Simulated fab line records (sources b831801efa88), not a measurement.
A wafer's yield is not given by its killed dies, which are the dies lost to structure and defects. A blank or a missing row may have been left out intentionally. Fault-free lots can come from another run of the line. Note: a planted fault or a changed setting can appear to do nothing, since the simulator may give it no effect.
fab line records + flow gf180mcu
record:
- lots: 15
- wafers: 45
- last-day: 34
route steps=602 shown VT_IMPLANT@110 POLY_GATE@165
lots that met no fault: from a run of the same line without faults
start-h: hours from the record's first day to the start of the lot's first wafer shown + wait-h: hours since the lot's step before + " identical to the entry in the row above + L1.1+2: a row that stands for several wafers + - no value, or no start was given + * or withheld: withheld + < > ~ a bound
route shown NAME@n: names a module that has steps shown in the file, with the first one's number in the route + usual: mean/standard deviation taken from wafers without a fault + same: alike in all rows + chamber/n: place in a boat + sites: readings site by site + _std_site: standard deviation across them + _edge_site: inner sites' mean taken away from outer sites' mean + radius-mm: how far each site lies from the wafer's centre + mask NAME#n: copy n + behind: the last tool/chamber to shape the wafer + hold: why the lot was held/for how many hours/how that ended + device: whichever transistor did not switch (one of n, p or np) + end of line: the same wafers' tests at the end of the route + a step without rows: its recipe alone + killed: count of dies lost to structure and defects at first sort (not the wafer's yield) + map: a wafer's dies, marking killed ones x, the rest . and places with no die _
set.NAME: setting as actually run; set.NAME@STEP: the setting as run at that earlier step + model.NAME: the simulator's own value behind a step, which no gauge read
route steps across a sampled set of lots; one table per step, one row per wafer
services: the hour from which a tool's chamber was out of use, counted from the record's first day as start-h (under 0 if before that day), plus the number of hours and why
== steps ==
step: GF_VT_IMPLANT_STRIP_20
recipe:
- chemistry: O2/N2
- power-w: 1400
- pressure-mtorr: 1500
- platen-temp-c: 250
- o2-flow-sccm: 3000
- n2-flow-sccm: 300
- overash-fraction: 0.5
usual:
- drypump-motor-current-A: 5.5/0.42
- heater-power-w: 318/20
- oes-product-au: 0.716/0.0045
- strip-time-to-endpoint-s: 12.63/0.04
| lot.wafer | tool            | chamber | start-h | wait-h | drypump-motor-current-A | heater-power-w | oes-product-au | rf-hours-counter-h | strip-time-to-endpoint-s |
|-----------|-----------------|---------|---------|--------|-------------------------|----------------|----------------|--------------------|--------------------------|
| L141.3    | plasma-asher-04 | 0       | 129.35  | 0.1    | 5.7                     | 327            | 0.710          | -                  | 12.64                    |
| L141.4    | "               | 1       | "       | "      | 5.5                     | 351            | 0.715          | -                  | 12.57                    |
| L141.6    | "               | 1       | "       | "      | 5.5                     | 344            | 0.716          | -                  | 12.59                    |
| L142.1    | plasma-asher-03 | 1       | 132.34  | 0.1    | 6.3                     | 332            | 0.718          | 48                 | 12.72                    |
| L142.2    | "               | 0       | "       | "      | 5.1                     | 299            | 0.725          | 48                 | 12.71                    |
| L142.4    | "               | 1       | "       | "      | 6.2                     | 329            | 0.720          | -                  | 12.68                    |
| L143.1    | plasma-asher-01 | 0       | 138.78  | 0.1    | 5.2                     | 324            | 0.722          | 2                  | 12.66                    |
| L143.3    | "               | 0       | "       | "      | 5.2                     | 315            | 0.705          | -                  | 12.70                    |
| L143.4    | "               | 1       | "       | "      | 5.3                     | 287            | 0.707          | -                  | 12.65                    |
| L144.1    | plasma-asher-01 | 1       | 147.82  | 0.1    | 5.3                     | 291            | 0.719          | 3                  | 12.65                    |
| L144.2    | "               | 0       | "       | "      | 5.2                     | 316            | 0.710          | 3                  | 12.62                    |
| L144.6    | "               | 1       | "       | "      | 5.3                     | 281            | 0.713          | -                  | 12.65                    |
| L145.2    | plasma-asher-03 | 0       | 153.92  | 0.1    | 5.2                     | 295            | 0.713          | 50                 | 12.63                    |
| L145.4    | "               | 1       | "       | "      | 6.3                     | 329            | 0.714          | -                  | 12.57                    |
| L145.5    | "               | 0       | "       | "      | 5.1                     | 304            | 0.721          | -                  | 12.61                    |
| L148.1    | plasma-asher-01 | 1       | 170.79  | 0.1    | 5.3                     | 292            | 0.714          | 5                  | 12.69                    |
| L148.5    | "               | 0       | "       | "      | 5.2                     | 319            | 0.718          | -                  | 12.68                    |
| L148.6    | "               | 1       | "       | "      | 5.3                     | 289            | 0.715          | -                  | 12.71                    |
| L149.1    | plasma-asher-04 | 0       | 174.87  | 0.1    | 5.7                     | 325            | 0.709          | 56                 | 12.61                    |
| L149.4    | "               | 0       | "       | "      | 5.7                     | 324            | 0.715          | -                  | 12.58                    |
| L149.5    | "               | 1       | "       | "      | 5.5                     | 344            | 0.715          | -                  | 12.58                    |
| L150.2    | plasma-asher-03 | 0       | 183.32  | 0.1    | 5.1                     | 298            | 0.713          | 54                 | 12.67                    |
| L150.4    | "               | 1       | "       | "      | 6.3                     | 331            | 0.723          | -                  | 12.65                    |
| L150.6    | "               | 1       | "       | "      | 6.2                     | 333            | 0.722          | -                  | 12.65                    |
| L151.3    | plasma-asher-01 | 0       | 190.55  | 0.1    | 5.2                     | 326            | 0.717          | -                  | 12.60                    |
| L151.4    | "               | 1       | "       | "      | 5.2                     | 290            | 0.722          | -                  | 12.61                    |
| L151.6    | "               | 1       | "       | "      | 5.3                     | 282            | 0.709          | -                  | 12.62                    |
| L152.4    | plasma-asher-03 | 0       | 197.68  | 0.1    | 5.1                     | 292            | 0.715          | -                  | 12.62                    |
| L152.5    | "               | 0       | "       | "      | 5.1                     | 297            | 0.713          | -                  | 12.65                    |
| L152.6    | "               | 1       | "       | "      | 6.2                     | 331            | 0.723          | -                  | 12.61                    |
| L154.2    | plasma-asher-03 | 1       | 209.72  | 0.1    | 6.3                     | 329            | 0.719          | 56                 | 12.59                    |
| L154.3    | "               | 0       | "       | "      | 5.1                     | 303            | 0.713          | -                  | 12.59                    |
| L154.5    | "               | 1       | "       | "      | 6.3                     | 325            | 0.716          | -                  | 12.58                    |
| L160.2    | plasma-asher-04 | 1       | 247.29  | 0.1    | 5.5                     | 345            | 0.714          | 64                 | 12.63                    |
| L160.3    | "               | 0       | "       | "      | 5.7                     | 331            | 0.717          | -                  | 12.58                    |
| L160.5    | "               | 0       | "       | "      | 5.7                     | 338            | 0.723          | -                  | 12.60                    |
| L161.3    | plasma-asher-03 | 1       | 253.16  | 0.1    | 6.3                     | 325            | 0.718          | -                  | 12.63                    |
| L161.4    | "               | 0       | "       | "      | 5.1                     | 303            | 0.712          | -                  | 12.62                    |
| L161.5    | "               | 0       | "       | "      | 5.1                     | 295            | 0.718          | -                  | 12.65                    |
| L162.1    | plasma-asher-04 | 0       | 256.38  | 0.1    | 5.7                     | 324            | 0.719          | 65                 | 12.63                    |
| L162.2    | "               | 1       | "       | "      | 5.5                     | 345            | 0.713          | 65                 | 12.60                    |
| L162.4    | "               | 0       | "       | "      | 5.7                     | 330            | 0.709          | -                  | 12.66                    |
| L164.2    | plasma-asher-04 | 1       | 277.89  | 0.1    | 5.5                     | 354            | 0.709          | 67                 | 12.58                    |
| L164.3    | "               | 1       | "       | "      | 5.5                     | 349            | 0.710          | -                  | 12.61                    |
| L164.5    | "               | 1       | "       | "      | 5.5                     | 353            | 0.712          | -                  | 12.66                    |
step: GF_VT_IMPLANT_STRIP_31
recipe:
- chemistry: O2/N2
- power-w: 1400
- pressure-mtorr: 1500
- platen-temp-c: 250
- o2-flow-sccm: 3000
- n2-flow-sccm: 300
- overash-fraction: 0.5
usual:
- drypump-motor-current-A: 5.5/0.36
- heater-power-w: 323/21
- oes-product-au: 0.716/0.0046
- strip-time-to-endpoint-s: 12.64/0.038
| lot.wafer | tool            | chamber | start-h | wait-h | drypump-motor-current-A | heater-power-w | oes-product-au | rf-hours-counter-h | strip-time-to-endpoint-s |
|-----------|-----------------|---------|---------|--------|-------------------------|----------------|----------------|--------------------|--------------------------|
| L141.3    | plasma-asher-04 | 1       | 143.90  | 0.1    | 5.5                     | 351            | 0.711          | -                  | 12.62                    |
| L141.4    | "               | 0       | "       | "      | 5.7                     | 332            | 0.719          | -                  | 12.60                    |
| L141.6    | "               | 0       | "       | "      | 5.7                     | 332            | 0.723          | -                  | 12.55                    |
| L142.1    | plasma-asher-04 | 1       | 148.12  | 0.1    | 5.5                     | 346            | 0.716          | 53                 | 12.63                    |
| L142.2    | "               | 0       | "       | "      | 5.7                     | 332            | 0.715          | 53                 | 12.62                    |
| L142.4    | "               | 0       | "       | "      | 5.7                     | 324            | 0.716          | -                  | 12.62                    |
| L143.1    | plasma-asher-04 | 0       | 154.22  | 0.1    | 5.7                     | 330            | 0.717          | 54                 | 12.63                    |
| L143.3    | "               | 1       | "       | "      | 5.5                     | 344            | 0.712          | -                  | 12.67                    |
| L143.4    | "               | 0       | "       | "      | 5.7                     | 334            | 0.718          | -                  | 12.62                    |
| L144.1    | plasma-asher-04 | 0       | 163.67  | 0.1    | 5.7                     | 329            | 0.709          | 54                 | 12.66                    |
| L144.2    | "               | 1       | "       | "      | 5.5                     | 345            | 0.716          | 54                 | 12.65                    |
| L144.6    | "               | 0       | "       | "      | 5.7                     | 336            | 0.718          | -                  | 12.64                    |
| L145.2    | plasma-asher-01 | 1       | 169.57  | 0.1    | 5.3                     | 287            | 0.723          | 5                  | 12.68                    |
| L145.4    | "               | 1       | "       | "      | 5.3                     | 282            | 0.715          | -                  | 12.67                    |
| L145.5    | "               | 1       | "       | "      | 5.2                     | 288            | 0.722          | -                  | 12.67                    |
| L148.1    | plasma-asher-04 | 0       | 187.57  | 0.1    | 5.7                     | 329            | 0.716          | 57                 | 12.67                    |
| L148.5    | "               | 0       | "       | "      | 5.7                     | 326            | 0.716          | -                  | 12.67                    |
| L148.6    | "               | 1       | "       | "      | 5.5                     | 349            | 0.714          | -                  | 12.67                    |
| L149.1    | plasma-asher-01 | 0       | 191.57  | 0.1    | 5.2                     | 312            | 0.714          | 8                  | 12.59                    |
| L149.4    | "               | 1       | "       | "      | 5.3                     | 291            | 0.719          | -                  | 12.61                    |
| L149.5    | "               | 1       | "       | "      | 5.3                     | 284            | 0.723          | -                  | 12.64                    |
| L150.2    | plasma-asher-04 | 0       | 198.97  | 0.2    | 5.7                     | 338            | 0.716          | 58                 | 12.63                    |
| L150.4    | "               | 0       | "       | "      | 5.7                     | 324            | 0.717          | -                  | 12.61                    |
| L150.6    | "               | 1       | "       | "      | 5.5                     | 344            | 0.715          | -                  | 12.61                    |
| L151.3    | plasma-asher-01 | 1       | 206.21  | 0.2    | 5.3                     | 288            | 0.719          | -                  | 12.60                    |
| L151.4    | "               | 0       | "       | "      | 5.2                     | 321            | 0.722          | -                  | 12.64                    |
| L151.6    | "               | 0       | "       | "      | 5.2                     | 312            | 0.716          | -                  | 12.64                    |
| L152.4    | plasma-asher-03 | 0       | 214.65  | 0.1    | 5.1                     | 294            | 0.704          | -                  | 12.61                    |
| L152.5    | "               | 0       | "       | "      | 5.1                     | 302            | 0.719          | -                  | 12.60                    |
| L152.6    | "               | 1       | "       | "      | 6.3                     | 329            | 0.706          | -                  | 12.61                    |
| L154.2    | plasma-asher-03 | 0       | 227.79  | 0.1    | 5.1                     | 311            | 0.714          | 58                 | 12.60                    |
| L154.3    | "               | 1       | "       | "      | 6.3                     | 328            | 0.721          | -                  | 12.61                    |
| L154.5    | "               | 0       | "       | "      | 5.1                     | 293            | 0.716          | -                  | 12.60                    |
| L160.2    | plasma-asher-04 | 0       | 266.32  | 0.1    | 5.7                     | 341            | 0.716          | 66                 | 12.67                    |
| L160.3    | "               | 0       | "       | "      | 5.7                     | 326            | 0.722          | -                  | 12.69                    |
| L160.5    | "               | 0       | "       | "      | 5.7                     | 334            | 0.725          | -                  | 12.65                    |
| L161.3    | plasma-asher-01 | 1       | 273.22  | 0.1    | 5.3                     | 287            | 0.718          | -                  | 12.58                    |
| L161.4    | "               | 0       | "       | "      | 5.2                     | 313            | 0.716          | -                  | 12.53                    |
| L161.5    | "               | 0       | "       | "      | 5.2                     | 316            | 0.715          | -                  | 12.61                    |
| L162.1    | plasma-asher-03 | 0       | 275.67  | 0.1    | 5.1                     | 307            | 0.718          | 63                 | 12.62                    |
| L162.2    | "               | 1       | "       | "      | 6.3                     | 322            | 0.716          | 63                 | 12.63                    |
| L162.4    | "               | 1       | "       | "      | 6.2                     | 327            | 0.723          | -                  | 12.64                    |
| L164.2    | plasma-asher-04 | 1       | 297.27  | 0.1    | 5.5                     | 355            | 0.717          | 68                 | 12.67                    |
| L164.3    | "               | 0       | "       | "      | 5.7                     | 342            | 0.716          | -                  | 12.66                    |
| L164.5    | "               | 1       | "       | "      | 5.5                     | 347            | 0.719          | -                  | 12.60                    |
step: GF_VT_IMPLANT_RTA_45
recipe:
- temp-c: 1050
- time-s: 30
- ambient: N2
usual:
- lamp-power-pct: 34.1/1.7
- wafer_temp_C_max: 1053.0/0.69
| lot.wafer | tool          | chamber | start-h | wait-h | lamp-power-pct | wafer_temp_C_max |
|-----------|---------------|---------|---------|--------|----------------|------------------|
| L141.3    | rtp-anneal-02 | 0       | 159.11  | 0.0    | 35.3           | 1052.6           |
| L141.4    | "             | 0       | "       | "      | 35.3           | 1052.0           |
| L141.6    | "             | 0       | "       | "      | 35.3           | 1053.1           |
| L142.1    | rtp-anneal-02 | 0       | 164.13  | 0.0    | 35.3           | 1052.7           |
| L142.2    | "             | 0       | "       | "      | 35.3           | 1053.8           |
| L142.4    | "             | 0       | "       | "      | 35.3           | 1052.7           |
| L143.1    | rtp-anneal-02 | 0       | 170.43  | 0.0    | 35.3           | 1052.4           |
| L143.3    | "             | 0       | "       | "      | 35.3           | 1053.3           |
| L143.4    | "             | 0       | "       | "      | 35.3           | 1053.7           |
| L144.1    | rtp-anneal-01 | 0       | 179.90  | 0.0    | 31.7           | 1053.3           |
| L144.2    | "             | 0       | "       | "      | 31.7           | 1052.9           |
| L144.6    | "             | 0       | "       | "      | 31.7           | 1053.9           |
| L145.2    | rtp-anneal-02 | 0       | 186.77  | 0.0    | 35.3           | 1054.0           |
| L145.4    | "             | 0       | "       | "      | 35.3           | 1053.0           |
| L145.5    | "             | 0       | "       | "      | 35.2           | 1053.0           |
| L148.1    | rtp-anneal-02 | 0       | 204.14  | 0.0    | 35.3           | 1053.2           |
| L148.5    | "             | 0       | "       | "      | 35.3           | 1053.7           |
| L148.6    | "             | 0       | "       | "      | 35.3           | 1053.6           |
| L149.1    | rtp-anneal-02 | 0       | 208.68  | 0.0    | 35.3           | 1052.8           |
| L149.4    | "             | 0       | "       | "      | 35.3           | 1052.3           |
| L149.5    | "             | 0       | "       | "      | 35.4           | 1052.0           |
| L150.2    | rtp-anneal-02 | 0       | 216.47  | 0.0    | 35.4           | 1051.8           |
| L150.4    | "             | 0       | "       | "      | 35.4           | 1051.8           |
| L150.6    | "             | 0       | "       | "      | 35.3           | 1052.5           |
| L151.3    | rtp-anneal-02 | 0       | 224.51  | 0.0    | 35.3           | 1052.8           |
| L151.4    | "             | 0       | "       | "      | 35.3           | 1053.8           |
| L151.6    | "             | 0       | "       | "      | 35.3           | 1052.9           |
| L152.4    | rtp-anneal-01 | 0       | 233.40  | 0.1    | 31.7           | 1053.7           |
| L152.5    | "             | 0       | "       | "      | 31.7           | 1052.2           |
| L152.6    | "             | 0       | "       | "      | 31.7           | 1052.1           |
| L154.2    | rtp-anneal-01 | 0       | 246.12  | 0.0    | 31.7           | 1053.2           |
| L154.3    | "             | 0       | "       | "      | 31.7           | 1051.8           |
| L154.5    | "             | 0       | "       | "      | 31.7           | 1052.0           |
| L160.2    | rtp-anneal-01 | 0       | 286.31  | 0.0    | 31.7           | 1054.2           |
| L160.3    | "             | 0       | "       | "      | 31.7           | 1053.8           |
| L160.5    | "             | 0       | "       | "      | 31.7           | 1053.5           |
| L161.3    | rtp-anneal-02 | 0       | 293.82  | 0.0    | 35.3           | 1053.3           |
| L161.4    | "             | 0       | "       | "      | 35.3           | 1053.3           |
| L161.5    | "             | 0       | "       | "      | 35.3           | 1052.4           |
| L162.1    | rtp-anneal-02 | 0       | 295.64  | 0.0    | 35.3           | 1052.8           |
| L162.2    | "             | 0       | "       | "      | 35.3           | 1053.8           |
| L162.4    | "             | 0       | "       | "      | 35.3           | 1052.5           |
| L164.2    | rtp-anneal-01 | 0       | 317.39  | 0.0    | 31.7           | 1052.7           |
| L164.3    | "             | 0       | "       | "      | 31.7           | 1052.3           |
| L164.5    | "             | 0       | "       | "      | 31.7           | 1053.1           |
step: GF_POLY_GATE_PEB_08
recipe:
- peb-temp-c: 135
- peb-time-s: 90
- resist: KrF
usual:
- chill-plate-temp-C: 22.99/0.12
- exhaust-pa: 44.9/0.88
| lot.wafer | tool           | chamber | start-h | wait-h | chill-plate-temp-C | exhaust-pa |
|-----------|----------------|---------|---------|--------|--------------------|------------|
| L141.3    | litho-track-01 | 0       | 195.95  | -      | 22.97              | 45.3       |
| L141.4    | "              | 0       | "       | "      | 23.01              | 44.4       |
| L141.6    | "              | 0       | "       | "      | 22.95              | 45.1       |
| L142.1    | litho-track-03 | 0       | 206.08  | -      | 23.17              | 45.6       |
| L142.2    | "              | 0       | "       | "      | 23.16              | 44.5       |
| L142.4    | "              | 0       | "       | "      | 23.02              | 44.9       |
| L143.1    | litho-track-03 | 0       | 214.43  | -      | 22.88              | 45.5       |
| L143.3    | "              | 0       | "       | "      | 22.95              | 45.2       |
| L143.4    | "              | 0       | "       | "      | 23.12              | 45.2       |
| L144.1    | litho-track-01 | 0       | 220.93  | -      | 23.03              | 43.7       |
| L144.2    | "              | 0       | "       | "      | 23.06              | 44.6       |
| L144.6    | "              | 0       | "       | "      | 23.13              | 45.3       |
| L145.2    | litho-track-03 | 0       | 231.27  | -      | 23.06              | 45.9       |
| L145.4    | "              | 0       | "       | "      | 23.02              | 46.3       |
| L145.5    | "              | 0       | "       | "      | 22.97              | 45.8       |
| L148.1    | litho-track-04 | 0       | 245.05  | -      | 22.79              | 44.9       |
| L148.5    | "              | 0       | "       | "      | 22.93              | 44.9       |
| L148.6    | "              | 0       | "       | "      | 22.86              | 43.8       |
| L149.1    | litho-track-03 | 0       | 249.28  | -      | 22.80              | 45.8       |
| L149.4    | "              | 0       | "       | "      | 22.95              | 46.1       |
| L149.5    | "              | 0       | "       | "      | 23.04              | 46.2       |
| L150.2    | litho-track-01 | 0       | 258.56  | -      | 23.03              | 46.6       |
| L150.4    | "              | 0       | "       | "      | 22.98              | 46.0       |
| L150.6    | "              | 0       | "       | "      | 23.10              | 45.8       |
| L151.3    | litho-track-04 | 0       | 269.02  | -      | 22.98              | 46.5       |
| L151.4    | "              | 0       | "       | "      | 23.09              | 46.5       |
| L151.6    | "              | 0       | "       | "      | 23.06              | 46.3       |
| L152.4    | litho-track-04 | 0       | 276.55  | -      | 23.19              | 45.5       |
| L152.5    | "              | 0       | "       | "      | 23.28              | 44.5       |
| L152.6    | "              | 0       | "       | "      | 23.12              | 46.0       |
| L154.2    | litho-track-03 | 0       | 289.92  | -      | 23.14              | 44.9       |
| L154.3    | "              | 0       | "       | "      | 23.04              | 43.2       |
| L154.5    | "              | 0       | "       | "      | 22.91              | 44.9       |
| L160.2    | litho-track-04 | -       | 331.99  | -      | -                  | -          |
| L160.3    | "              | -       | "       | "      | -                  | -          |
| L160.5    | "              | -       | "       | "      | -                  | -          |
| L161.3    | litho-track-03 | -       | 340.50  | -      | -                  | -          |
| L161.4    | "              | -       | "       | "      | -                  | -          |
| L161.5    | "              | -       | "       | "      | -                  | -          |
| L162.1    | litho-track-03 | -       | 344.23  | -      | -                  | -          |
| L162.2    | "              | -       | "       | "      | -                  | -          |
| L162.4    | "              | -       | "       | "      | -                  | -          |
| L164.2    | litho-track-04 | 0       | 367.74  | -      | 22.97              | 43.5       |
| L164.3    | "              | 0       | "       | "      | 22.96              | 43.3       |
| L164.5    | "              | 0       | "       | "      | 22.99              | 44.1       |
== services ==
| tool            | chamber | start-h | hours | kind       |
|-----------------|---------|---------|-------|------------|
| plasma-asher-01 | -       | 108.75  | 9.0   | pm         |
| plasma-asher-01 | 0       | 108.75  | 9.0   | vent-cycle |
| plasma-asher-01 | 1       | 108.75  | 9.0   | vent-cycle |
| plasma-asher-01 | 0       | 117.75  | -     | clean      |
| plasma-asher-01 | 1       | 117.75  | -     | clean      |
| rtp-anneal-02   | -       | 155.92  | 0.9   | pm         |
| plasma-asher-04 | -       | 181.34  | 2.8   | pm         |
| plasma-asher-03 | -       | 184.60  | 3.0   | repair     |
| plasma-asher-01 | -       | 194.26  | 2.8   | pm         |
| rtp-anneal-01   | -       | 265.73  | 4.7   | pm         |
| plasma-asher-04 | -       | 274.57  | 1.7   | repair     |
| plasma-asher-04 | -       | 285.25  | 8.7   | repair     |
| plasma-asher-01 | -       | 290.04  | 1.3   | repair     |
| plasma-asher-03 | -       | 303.28  | 0.4   | repair     |
| plasma-asher-03 | -       | 366.02  | 1.3   | pm         |
== key ==
first-sign:
- step: GF_POLY_GATE_PEB_08
- reading: tool-record
- direction: missing
effect none on later readings
met-at GF_POLY_GATE_PEB_08
struck-lots L160,L161,L162
later-rows-left-out L160.2,L160.3,L160.5,L161.3,L161.4,L161.5,L162.1,L162.2,L162.4
sort-left-out L160.2,L160.3,L160.5,L161.3,L161.4,L161.5,L162.1,L162.2,L162.4
tester-left-out L160,L161,L162
not-acting-at GF_VT_IMPLANT_STRIP_20,GF_VT_IMPLANT_STRIP_31,GF_VT_IMPLANT_RTA_45
onset-between 289.92 331.99
fault:
- kind: skipped-step-whole
- tool: litho-track-03,litho-track-04
- chamber: -
- onset-h: 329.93
- steps: GF_POLY_GATE_PEB_08
- scope: struck-lots-only
tester-left-out: of these lots the tester's yield and bins aren't shown, on N5 and GAA mostly nor the transistor test; their killed dies are dies lost to structure and defects alone, not to doping, threshold or leakage, so they don't give the yield
sort-left-out: the simulated sort isn't trusted on such a fault, so these wafers' sort isn't shown, and their yield isn't known
later-rows-left-out: the simulator's readings of these wafers behind a module that went badly wrong aren't trusted and aren't shown, but for the sort
